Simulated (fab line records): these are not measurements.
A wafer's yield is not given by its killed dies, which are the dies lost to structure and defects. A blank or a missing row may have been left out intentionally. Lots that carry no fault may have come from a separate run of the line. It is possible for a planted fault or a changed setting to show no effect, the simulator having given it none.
Which tool did it? + flow sky130 + 12 lots (36 wafers sampled), 1 step of a 708-step route

WHAT THE GAUGES READ, wafer by wafer
SKY_VIA2_OVL_MEAS_13.
| lot  | measured     | on         | VIA2_OVL (nm) |
|------|--------------|------------|---------------|
| L077 | day 36 17:34 | overlay-01 | 0 1 6         |
| L076 | day 36 23:14 | overlay-02 | 3 -1 -3       |
| L079 | day 37 07:05 | overlay-01 | 13 -1 -2      |
| L081 | day 38 14:59 | overlay-01 | -2 3 2        |
| L083 | day 39 00:11 | overlay-01 | 3 -4 6        |
| L085 | day 40 07:53 | overlay-01 | -11 -3 -5     |
| L087 | day 40 12:43 | overlay-01 | 18 10 1       |
| L089 | day 40 20:46 | overlay-02 | 8 7 -5        |
| L091 | day 41 09:59 | overlay-02 | -3 0 1        |
| L093 | day 41 21:14 | overlay-02 | 4 8 3         |
| L095 | day 42 14:26 | overlay-02 | -5 -2 4       |
| L097 | day 43 08:02 | overlay-01 | 4 9 8         |

EACH LOT AND THE TOOL THAT RAN IT (in order: tool; ch and the chambers of the sampled wafers; start)
The record shows no process step preceding these readings.

THE ANSWER, worked out from the rows above alone
Rule: usual is defined by the lots themselves. The widest of any qualifying gaps counts: lots, ordered by their means at a reading, are off when they make up no more than a third of the lots, leave a main group of 4 or more, and stand apart from it by 3 or more times the standard deviation of that group's means. If all means in a main group match to the digits the tables above print for the reading, that group is not used. A lot without any number at a reading at which 4 lots or more have one is off too. Where the step has rows for the other lots, those lots are counted as sound.
No lot is off on any of the readings shown, so nothing can be concluded from this.

WHAT THE SIMULATOR HAD PUT IN
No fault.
